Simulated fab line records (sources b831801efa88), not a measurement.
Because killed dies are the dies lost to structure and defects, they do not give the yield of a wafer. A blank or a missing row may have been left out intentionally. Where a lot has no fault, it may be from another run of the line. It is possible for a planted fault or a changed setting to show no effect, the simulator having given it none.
Which tool was responsible?	flow gf180mcu	18 wafers from 6 lots sampled at 3 of the route's 602 steps

== WHAT EACH GAUGE READ, for each wafer ==
GF_HV_LDD_TW_MEAS_38.
lot	measured	on	HV_LDD_3_TW
L338	day 12 23:30	film metro-01	1445 1449 1445
L340	day 13 16:52	film metro-03	1434 1436 1436
L343	day 14 18:33	film metro-03	1436 1440 1438
L350	day 16 19:49	film metro-01	1439 1437 1437
L353	day 17 19:42	film metro-01	1441 1446 1448
L356	day 18 16:28	film metro-01	1455 1456 1457

== WHICH TOOL RAN EACH LOT (tool, then ch and the chambers of the sampled wafers, then the start) ==
lot	GF_VT_IMPLANT_STRIP_09	GF_DUAL_GATE_OXIDATION_02
L338	plasma asher-04 ch 0,1, day 6 18:46	furnace-01 ch 0, day 8 20:27
L340	plasma asher-02 ch 0,1, day 7 06:52	furnace-01 ch 0, day 9 11:04
L343	plasma asher-03 ch 0,1, day 8 04:31	furnace-02 ch 0, day 10 08:44
L350	plasma asher-03 ch 0,1, day 9 17:34	furnace-02 ch 0, day 12 02:28
L353	plasma asher-02 ch 0,1, day 10 11:16	furnace-02 ch 0, day 12 22:31
L356	plasma asher-04 ch 0,1, day 11 05:31	furnace-01 ch 0, day 13 18:31
- GF_VT_IMPLANT_STRIP_09: strips in O2/N2.
- GF_DUAL_GATE_OXIDATION_02: stabilise 600 s, purge 300 s, target thk 10.887 nm.

== THE ANSWER, worked out from the rows above alone ==
Rule: the usual values come from the lots themselves. Put in order of their means at a reading, lots are off if they are a third of the lots or fewer, leave a main group of 4 or more, and stand apart from it by a gap of 3 or more times the standard deviation of the main group's means; of several such gaps the widest counts. A main group is skipped when, at the precision printed for the reading in the tables above, its means are all equal. Also off: a lot with no number at a reading for which 4 or more lots have one. The other lots that the step has rows for count as sound.
No lot is off at any reading shown: from this, nothing can be told.

== WHAT HAD BEEN PUT IN BY THE SIMULATOR ==
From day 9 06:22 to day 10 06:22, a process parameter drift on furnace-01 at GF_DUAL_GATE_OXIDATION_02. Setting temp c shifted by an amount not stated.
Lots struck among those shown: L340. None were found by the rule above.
